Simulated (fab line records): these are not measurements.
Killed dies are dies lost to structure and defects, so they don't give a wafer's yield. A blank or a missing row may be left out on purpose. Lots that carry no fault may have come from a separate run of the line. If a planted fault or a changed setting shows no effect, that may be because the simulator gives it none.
Which tool was responsible?	flow sfq line	14 lots, 40 wafers sampled, at 4 steps of a route of 325

## WHAT EACH GAUGE READ, for each wafer
SFQ_R5_RS_MEAS_933: the measuring method here is four-point-probe.
lot	measured	on	R5_MONX_RS (ohm/sq)
L126	day 52 20:40	film metro-02	7.10 7.14 7.15
L127	day 53 02:41	film metro-03	7.04 7.11 7.09
L128	day 53 08:17	film metro-01	6.94 7.07 6.96
L129	day 53 14:40	film metro-02	7.24 7.19 7.05
L130	day 53 15:17	film metro-01	6.96 7.19 6.99
L131	day 54 00:17	film metro-02	7.10 7.05 7.19
L132	day 54 06:17	film metro-02	6.98 6.99 6.98
L133	day 54 11:40	film metro-02	6.86 6.85 6.88
L139	day 61 21:23	film metro-03	7.06 7.03
L141	day 62 04:26	film metro-01	7.14 7.12
L142	day 62 06:22	film metro-02	7.04 6.95 7.06
L144	day 62 12:21	film metro-02	7.14 7.03 7.13
L148	day 63 03:22	film metro-01	7.07 7.00 7.04
L149	day 64 12:20	film metro-02	7.06 7.10 7.02

SFQ_M7_OVL_MEAS_945.
lot	measured	on	M7_OVL (nm)
L126	day 69 06:58	overlay-02	-2 -4 -8
L127	day 69 09:45	overlay-01	-8 -8 -10
L128	day 69 16:20	overlay-02	-6 -1 -3
L129	day 69 23:56	overlay-01	0 0 -5
L130	day 70 01:25	overlay-01	-5 -5 -6
L131	day 76 22:54	overlay-02	-2 -1 3
L132	day 77 02:30	overlay-02	0 1 0
L133	day 77 06:06	overlay-02	-4 -4 -1
L139	day 78 06:07	overlay-02	-4 -4
L141	day 78 08:30	overlay-02	-6 -12
L142	day 78 09:42	overlay-01	-8 -5 -12
L144	day 78 13:18	overlay-01	3 2 2
L148	day 78 20:30	overlay-01	-3 -5 -8
L149	day 78 21:42	overlay-01	-8 -7 -7

## WHICH TOOL RAN EACH LOT (tool, then ch and the chambers of the sampled wafers, then the start)
lot	SFQ_TRILAYER_JJ_CE_METRO_MEASURE_117	SFQ_TRILAYER_R5_BARC_OPEN_METAL_ETCH_177
L126	cd sem-02, day 47 12:38	rie metal-02 ch 0,1, day 58 00:14
L127	cd sem-01, day 47 18:36	rie metal-02 ch 0,1, day 58 06:14
L128	cd sem-02, day 47 19:43	rie metal-01 ch 0,1, day 58 11:58
L129	cd sem-01, day 52 15:46	rie metal-02 ch 0,1, day 58 15:34
L130	cd sem-02, day 52 16:58	rie metal-01 ch 0,1, day 58 16:46
L131	cd sem-01, day 52 22:58	rie metal-01 ch 0, day 59 01:10
L132	cd sem-02, day 53 04:58	rie metal-03 ch 0,1, day 59 02:49
L133	cd sem-01, day 53 06:10	rie metal-03 ch 0,1, day 59 05:13
L139	cd sem-02, day 55 17:16	rie metal-03 ch 0, day 61 23:58
L141	cd sem-02, day 56 00:04	rie metal-03 ch 0, day 62 07:01
L142	cd sem-02, day 56 02:40	rie metal-02 ch 0,1, day 62 08:49
L144	cd sem-02, day 56 07:16	rie metal-02 ch 0,1, day 62 18:04
L148	cd sem-02, day 57 07:16	rie metal-02 ch 1, day 63 08:28
L149	cd sem-01, day 63 17:25	rie metal-01 ch 0,1, day 64 15:28
- SFQ_TRILAYER_JJ_CE_METRO_MEASURE_117
- SFQ_TRILAYER_R5_BARC_OPEN_METAL_ETCH_177: etches BARC in O2, target depth 125 nm, time 41.7 s.

## AS READ BY THE TOOLS THEMSELVES (means over the sampled wafers that have a number; for cases with no such wafer, the mark the record gives instead)
SFQ_TRILAYER_JJ_CE_METRO_MEASURE_117.
lot	tool	cd nm (nm)
L126	cd sem-02	699.3
L127	cd sem-01	700.7
L128	cd sem-02	701.1
L129	cd sem-01	698.4
L130	cd sem-02	698.5
L131	cd sem-01	701.5
L132	cd sem-02	700.4
L133	cd sem-01	698.7
L139	cd sem-02	699.9
L141	cd sem-02	701.5
L142	cd sem-02	699.9
L144	cd sem-02	698.9
L148	cd sem-02	701.5
L149	cd sem-01	699.4

SFQ_TRILAYER_R5_BARC_OPEN_METAL_ETCH_177.
lot	tool	drypump motor current A (A)	oes product au (a.u.)	run length s (s)
L126	rie metal-02	5.7	0.685	70.1
L127	rie metal-02	5.7	0.688	70.3
L128	rie metal-01	5.5	0.681	70.3
L129	rie metal-02	5.9	0.686	70.4
L130	rie metal-01	5.5	0.685	70.3
L131	rie metal-01	5.5	0.690	70.3
L132	rie metal-03	6.3	0.684	69.9
L133	rie metal-03	6.5	0.684	70.0
L139	rie metal-03	6.2	0.661	73.2
L141	rie metal-03	6.2	0.659	73.2
L142	rie metal-02	5.7	0.681	70.1
L144	rie metal-02	6.0	0.683	70.3
L148	rie metal-02	6.2	0.690	70.4
L149	rie metal-01	5.4	0.682	70.3

## THE ANSWER, worked out from the rows above alone
Rule: usual is defined by the lots themselves. Put in order of their means at a reading, lots are off if they are a third of the lots or fewer, leave a main group of 4 or more, and stand apart from it by a gap of 3 or more times the standard deviation of the main group's means; of several such gaps the widest counts. A main group whose means are all the same, to the digits that the tables above print for the reading, isn't used. A lot without any number at a reading at which 4 lots or more have one is off too. All remaining lots with rows at the step are treated as sound. After the gauges, taken in route order, come the tools' own readings; for these a lot's mean is taken, as printed above. At the first step where some lot is off, the reading lying furthest off is the one used; lots without a number count as furthest.
Off, at SFQ_TRILAYER_R5_BARC_OPEN_METAL_ETCH_177 on run length s: L139, L141. Main group: mean 70.2 s, sd 0.15.
If a tool, at that step or one of the process steps before it, ran each lot that is off and ran no sound lot following the first of them, it fits. One candidate fits, namely rie metal-03 at SFQ_TRILAYER_R5_BARC_OPEN_METAL_ETCH_177. A fault onset in the window from L133 (day 59 05:13, its last sound lot) to L139 (day 61 23:58, its first lot off) fits.
The tool's own readings at SFQ_TRILAYER_R5_BARC_OPEN_METAL_ETCH_177 bear it out: on the lots that are off they differ by more than 5 times the standard deviation of the sound lots' means. oes product au reads 0.660 a.u. there against 0.685 a.u. on the sound lots; run length s reads 73.2 s there against 70.2 s on the sound lots.

## WHAT HAD BEEN PUT IN BY THE SIMULATOR
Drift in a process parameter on rie metal-03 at SFQ_TRILAYER_R5_BARC_OPEN_METAL_ETCH_177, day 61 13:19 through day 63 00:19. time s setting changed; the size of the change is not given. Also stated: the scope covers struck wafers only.
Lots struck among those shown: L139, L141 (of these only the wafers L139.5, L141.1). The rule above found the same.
